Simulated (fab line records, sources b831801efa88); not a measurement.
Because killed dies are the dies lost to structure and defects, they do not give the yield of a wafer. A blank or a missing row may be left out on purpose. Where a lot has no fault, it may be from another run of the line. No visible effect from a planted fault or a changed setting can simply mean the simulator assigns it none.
fab line records    flow gf180mcu    part 2 of 2: steps 28 to 36 of 36
record lots=5  wafers=15  last_day=34
route steps=602 shown LVPWELL@55 MVSD@66 MVPSD@78 VT_IMPLANT@90
lots with no fault: from the same line, run without faults
start_h: hours from the record's opening day to when the first of the lot's shown wafers began    wait_h: time in hours since the lot's previous step    " unchanged from the row above    L1.1+2: several wafers, shown together as one row    - either no value or no given start    * or withheld: withheld    < > ~ a bound
route shown NAME@n: names a module that has steps shown in the file, with the first one's number in the route    usual: mean/standard deviation taken from wafers without a fault    same: alike in all rows    chamber/n: place in a boat    sites: each site's reading    _std_site: the values' standard deviation    _edge_site: inner sites' mean taken away from outer sites' mean    radius_mm: for every site, how far away it sits from the centre of the wafer    mask NAME#n: copy n    behind: tool/chamber where the wafer was last shaped    hold: why the lot was held/for how many hours/how that ended    device: transistor that didn't switch, given as n, p or np    end of line: tests run on the same wafers once the route is complete    step lacking rows: just its recipe    killed: dies that structure and defects cost at the first sort, which is not the same as the wafer's yield    map: dies across one wafer; x = killed, . = not, _ = none there
set.NAME: the run value of the setting; set.NAME@STEP: its run value at that earlier step    model.NAME: the simulator's own value behind a step, which no gauge read
lots seen at some steps along the route; tables by step, rows by wafer
services: from which hour (start_h, from the record's first day; less than 0 if before it) a tool's chamber was out of use, for how many hours, and why
## steps
# step GF_MVPSD_EXPOSE_04
# recipe mask_id=MVPSD  target_cd_nm=1000  na=0.6  source_shape=conventional  sigma_outer=0.6  dose_mj=260
# usual stage_vel_mm_s=500.02/0.27
# same sigma_outer=0.6
lot.wafer  tool              chamber  start_h  wait_h  mask     stage_vel_mm_s
L077.1     iline_stepper-02  0        -        -       MVPSD#0  499.71
L077.3     "                 0        "        "       MVPSD#0  500.04
L077.4     "                 0        "        "       MVPSD#0  499.33
L081.2     iline_stepper-01  0        -        -       MVPSD#0  499.81
L081.3     "                 0        "        "       MVPSD#0  500.13
L081.6     "                 0        "        "       MVPSD#0  500.10
L091.2     iline_stepper-01  0        -        -       MVPSD#0  500.12
L091.3     "                 0        "        "       MVPSD#0  500.03
L091.5     "                 0        "        "       MVPSD#0  500.07
L094.2     iline_stepper-02  0        -        -       MVPSD#0  500.21
L094.5     "                 0        "        "       MVPSD#0  500.02
L094.6     "                 0        "        "       MVPSD#0  500.31
L096.2     iline_stepper-01  0        -        -       MVPSD#0  499.81
L096.3     "                 0        "        "       MVPSD#0  499.96
L096.5     "                 0        "        "       MVPSD#0  499.47
# step GF_MVPSD_PEB_05
# recipe temp_c=115  time_s=withheld
# usual plate_temp_C=115.00/0.12
lot.wafer  tool            chamber  start_h  wait_h  plate_temp_C
L077.1     litho_track-03  0        -        -       115.02
L077.3     "               0        "        "       114.97
L077.4     "               0        "        "       115.14
L081.2     litho_track-03  0        -        -       114.97
L081.3     "               0        "        "       115.05
L081.6     "               0        "        "       115.10
L091.2     litho_track-01  0        -        -       115.17
L091.3     "               0        "        "       115.04
L091.5     "               0        "        "       114.97
L094.2     litho_track-03  0        -        -       114.80
L094.5     "               0        "        "       114.79
L094.6     "               0        "        "       115.06
L096.2     litho_track-01  0        -        -       115.01
L096.3     "               0        "        "       114.85
L096.5     "               0        "        "       114.82
# step GF_MVPSD_DEVELOP_06
# recipe wall_angle_deg=90  develop_time_s=60  dev_temp_c=23
lot.wafer   tool            chamber  start_h  wait_h
L077.1+3+4  litho_track-03  0        -        -
L081.2+3+6  litho_track-03  0        -        -
L091.2+3+5  litho_track-01  0        -        -
L094.2+5+6  litho_track-03  0        -        -
L096.2+3+5  litho_track-01  0        -        -
# step GF_MVPSD_OVL_MEAS_07
# usual MVPSD_OVL=-0.4/1.3
lot.wafer  tool        chamber  start_h  wait_h  MVPSD_OVL[nm]
L077.1     overlay-01  -        111.45   -       -0.4
L077.3     "           -        "        "       -0.2
L077.4     "           -        "        "       -0.5
L081.2     overlay-02  -        138.11   -       -1.6
L081.3     "           -        "        "       -0.9
L081.6     "           -        "        "       -2.6
L091.2     overlay-01  -        197.62   -       0.5
L091.3     "           -        "        "       1.8
L091.5     "           -        "        "       -0.3
L094.2     overlay-01  -        216.90   -       0.6
L094.5     "           -        "        "       0.2
L094.6     "           -        "        "       2.2
L096.2     overlay-01  -        227.22   -       -1.5
L096.3     "           -        "        "       -0.6
L096.5     "           -        "        "       -0.8
# step GF_MVPSD_IMPLANT_08
# recipe species=B  energy_kev=170  dose_cm2=1.5e+13  tilt_deg=0
# usual beam_on_s=9.95/0.2  dose_ions_cm2=1.4998e+13/1.7e+10  faraday_current_uA=85.0/1.6
lot.wafer  tool          chamber  start_h  wait_h  beam_on_s  dose_ions_cm2  faraday_current_uA
L077.1     implanter-01  0        111.49   0.0     10.12      1.4988e+13     83.6
L077.3     "             0        "        "       9.87       1.5013e+13     85.9
L077.4     "             0        "        "       9.69       1.4991e+13     87.1
L081.2     implanter-02  0        138.16   0.0     9.82       1.5011e+13     86.1
L081.3     "             0        "        "       10.22      1.4992e+13     83.3
L081.6     "             0        "        "       9.90       1.4976e+13     85.6
L091.2     implanter-03  0        197.68   0.0     9.43       1.4979e+13     89.6
L091.3     "             0        "        "       10.17      1.4996e+13     83.3
L091.5     "             0        "        "       9.77       1.5005e+13     87.0
L094.2     implanter-01  0        216.96   0.0     9.84       1.4978e+13     85.9
L094.5     "             0        "        "       9.90       1.4972e+13     85.3
L094.6     "             0        "        "       10.06      1.4999e+13     83.8
L096.2     implanter-02  0        227.28   0.0     10.00      1.5003e+13     84.6
L096.3     "             0        "        "       10.20      1.4999e+13     83.1
L096.5     "             0        "        "       9.89       1.4988e+13     85.4
# step GF_MVPSD_IMPLANT_09
# recipe species=B  energy_kev=40  dose_cm2=5e+12  tilt_deg=0
# usual beam_on_s=10.00/0.2  dose_ions_cm2=4.999e+12/5.2e+09  faraday_current_uA=28.2/0.56
lot.wafer  tool          chamber  start_h  wait_h  beam_on_s  dose_ions_cm2  faraday_current_uA
L077.1     implanter-01  0        111.64   0.1     9.96       4.999e+12      28.4
L077.3     "             0        "        "       9.65       4.993e+12      29.3
L077.4     "             0        "        "       9.72       4.996e+12      28.9
L081.2     implanter-02  0        138.31   0.1     9.94       4.991e+12      28.4
L081.3     "             0        "        "       9.84       5.002e+12      28.7
L081.6     "             0        "        "       9.87       5.002e+12      28.6
L091.2     implanter-03  0        197.83   0.1     10.01      4.995e+12      28.1
L091.3     "             0        "        "       9.86       4.999e+12      28.4
L091.5     "             0        "        "       10.05      4.992e+12      28.1
L094.2     implanter-01  0        217.11   0.1     10.05      5.009e+12      28.0
L094.5     "             0        "        "       9.93       5.008e+12      28.5
L094.6     "             0        "        "       9.99       4.999e+12      28.3
L096.2     implanter-02  0        227.43   0.1     10.08      4.991e+12      27.9
L096.3     "             0        "        "       9.93       4.994e+12      28.4
L096.5     "             0        "        "       9.88       4.995e+12      28.5
# step GF_MVPSD_STRIP_10
# recipe chemistry=O2/N2  power_w=1400  pressure_mtorr=1500  platen_temp_c=250  o2_flow_sccm=3000  n2_flow_sccm=300  overash_fraction=0.5
# usual drypump_motor_current_A=5.5/0.35  heater_power_w=333/39  oes_product_au=0.722/0.0048  strip_time_to_endpoint_s=36.93/0.1
lot.wafer  tool             chamber  start_h  wait_h  drypump_motor_current_A  heater_power_w  oes_product_au  rf_hours_counter_h  strip_time_to_endpoint_s
L077.1     plasma_asher-04  1        111.79   0.1     6.1                      261             0.724           46                  36.93
L077.3     "                0        "        "       5.2                      333             0.725           -                   37.06
L077.4     "                1        "        "       6.1                      282             0.728           -                   36.95
L081.2     plasma_asher-02  0        138.44   0.1     5.0                      305             0.716           50                  36.87
L081.3     "                1        "        "       5.6                      338             0.714           -                   36.83
L081.6     "                0        "        "       5.0                      308             0.722           -                   36.91
L091.2     plasma_asher-04  1        197.95   0.1     6.1                      270             0.720           55                  36.98
L091.3     "                1        "        "       6.0                      270             0.715           -                   37.00
L091.5     "                1        "        "       6.0                      276             0.720           -                   36.98
L094.2     plasma_asher-02  1        217.23   0.1     5.6                      347             0.721           58                  36.99
L094.5     "                0        "        "       5.0                      305             0.718           -                   37.10
L094.6     "                1        "        "       5.6                      346             0.724           -                   36.93
L096.2     plasma_asher-04  0        227.55   0.1     5.3                      320             0.727           59                  36.93
L096.3     "                1        "        "       6.0                      274             0.723           -                   36.86
L096.5     "                0        "        "       5.2                      322             0.725           -                   36.82
# step GF_MVPSD_TW_MEAS_11
# usual MVPSD_TW=550/4
lot.wafer  tool           chamber  start_h  wait_h  MVPSD_TW
L077.1     film_metro-04  -        111.89   0.1     548
L077.3     "              -        "        "       554
L077.4     "              -        "        "       553
L081.2     film_metro-03  -        138.55   0.1     548
L081.3     "              -        "        "       550
L081.6     "              -        "        "       549
L091.2     film_metro-02  -        198.06   0.1     554
L091.3     "              -        "        "       555
L091.5     "              -        "        "       558
L094.2     film_metro-02  -        217.34   0.1     556
L094.5     "              -        "        "       556
L094.6     "              -        "        "       556
L096.2     film_metro-03  -        227.66   0.1     546
L096.3     "              -        "        "       548
L096.5     "              -        "        "       546
# step GF_VT_IMPLANT_DEHYDRATE_00
# recipe temp_c=200  time_s=60
# usual plate_temp_C=199.99/0.16
lot.wafer  tool            chamber  start_h  wait_h  plate_temp_C
L077.1     litho_track-01  0        118.22   6.3     200.09
L077.3     "               0        "        "       200.00
L077.4     "               0        "        "       199.85
L081.2     litho_track-01  0        145.79   7.2     200.13
L081.3     "               0        "        "       200.29
L081.6     "               0        "        "       200.03
L091.2     litho_track-02  0        205.91   7.8     199.99
L091.3     "               0        "        "       200.21
L091.5     "               0        "        "       200.04
L094.2     litho_track-01  0        225.99   8.6     199.72
L094.5     "               0        "        "       199.65
L094.6     "               0        "        "       199.86
L096.2     litho_track-02  0        236.51   8.8     199.90
L096.3     "               0        "        "       200.00
L096.5     "               0        "        "       199.71
## services
tool              chamber  start_h  hours  kind
implanter-01      -        59.92    1.2    repair
implanter-03      -        96.33    1.9    repair
implanter-02      -        103.72   1.1    repair
plasma_asher-01   -        108.75   9.0    pm
plasma_asher-01   0        108.75   9.0    vent_cycle
plasma_asher-01   1        108.75   9.0    vent_cycle
plasma_asher-01   0        117.75   -      clean
plasma_asher-01   1        117.75   -      clean
plasma_asher-02   -        119.87   2.3    repair
implanter-01      -        120.28   2.4    pm
implanter-04      -        125.45   2.5    repair
implanter-01      -        129.63   3.3    repair
iline_stepper-02  -        139.75   0.8    repair
plasma_asher-01   -        158.45   2.0    repair
iline_stepper-01  -        174.98   1.7    pm
implanter-03      -        177.21   3.3    pm
plasma_asher-04   -        177.88   0.7    repair
implanter-03      -        181.17   2.5    repair
iline_stepper-01  -        202.88   1.0    repair
iline_stepper-01  -        207.90   2.1    pm
iline_stepper-01  -        209.98   -      consumable_replace:lamp
iline_stepper-02  -        218.04   5.0    repair
plasma_asher-04   -        231.25   2.7    repair
